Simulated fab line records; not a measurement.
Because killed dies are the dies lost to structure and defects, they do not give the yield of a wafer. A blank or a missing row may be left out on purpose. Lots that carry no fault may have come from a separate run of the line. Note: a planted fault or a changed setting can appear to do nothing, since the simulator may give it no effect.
What tool caused it?	flow sky130	6 lots, 18 wafers sampled, at 3 steps of a route of 708

## WHAT THE GAUGES SHOWED, per wafer
SKY_SONOS_TUNNEL_CD_MEAS_07: target cd 410 nm.
lot	measured	on	cdNm (nm)
L373	day 12 00:13	cdSem-01	406.7 409.1 410.2
L376	day 12 21:25	cdSem-01	407.4 408.5 407.4
L378	day 13 14:52	cdSem-01	411.1 410.0 408.4
L387	day 16 18:41	cdSem-01	335.1 332.7 333.0
L389	day 17 05:01	cdSem-02	410.8 409.8 408.0
L392	day 18 08:34	cdSem-02	361.5 362.4 364.1

## WHAT TOOL EACH LOT RAN ON (gives the tool, then ch and the chambers of the sampled wafers, and finally the start)
lot	SKY_VT_ADJUST_HVTR_STRIP_10	SKY_SONOS_TUNNEL_EXPOSE_04
L373	plasmaAsher-01 ch 0,1, day 10 01:26	ilineStepper-01 ch 0, day 11 12:29
L376	plasmaAsher-01 ch 0,1, day 10 21:59	ilineStepper-02 ch 0, day 12 08:47
L378	plasmaAsher-02 ch 0,1, day 11 13:26	ilineStepper-01 ch 0, day 13 02:38
L387	plasmaAsher-01 ch 0,1, day 14 11:26	ilineStepper-02 ch 0, day 16 04:04
L389	plasmaAsher-02 ch 1, day 14 21:20	ilineStepper-01 ch 0, day 16 14:57
L392	plasmaAsher-03 ch 0,1, day 15 22:26	ilineStepper-02 ch 0, day 17 17:49
- SKY_VT_ADJUST_HVTR_STRIP_10: strips in O2/N2.
- SKY_SONOS_TUNNEL_EXPOSE_04: exposes mask TUNM, target cd 410 nm.

## THE ANSWER, worked out from the rows above alone
Rule: usual is defined by the lots themselves. Put in order of their means at a reading, lots are off if they are a third of the lots or fewer, leave a main group of 4 or more, and stand apart from it by a gap of 3 or more times the standard deviation of the main group's means; of several such gaps the widest counts. A main group is skipped when, at the precision printed for the reading in the tables above, its means are all equal. A lot without any number at a reading at which 4 lots or more have one is off too. All remaining lots with rows at the step are treated as sound.
Off at SKY_SONOS_TUNNEL_CD_MEAS_07 (cdNm): L387, L392. For the main group the mean is 408.9 nm and the standard deviation 0.81.
A tool fits if, at a process step before that reading, it ran every lot that is off, and no sound lot after the first of them. The gauges at SKY_SONOS_TUNNEL_CD_MEAS_07 are tried like those tools. One fits: ilineStepper-02 at SKY_SONOS_TUNNEL_EXPOSE_04. Its last sound lot is L376 (day 12 08:47), its first lot that is off L387 (day 16 04:04): a fault that began between those two fits.

## WHAT THE SIMULATOR HAD INSERTED
Process parameters drifting: ilineStepper-02 at SKY_SONOS_TUNNEL_EXPOSE_04, beginning at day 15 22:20. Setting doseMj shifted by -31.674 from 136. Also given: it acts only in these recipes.
Lots struck among those shown: L387, L392. This agrees with what the rule above found.
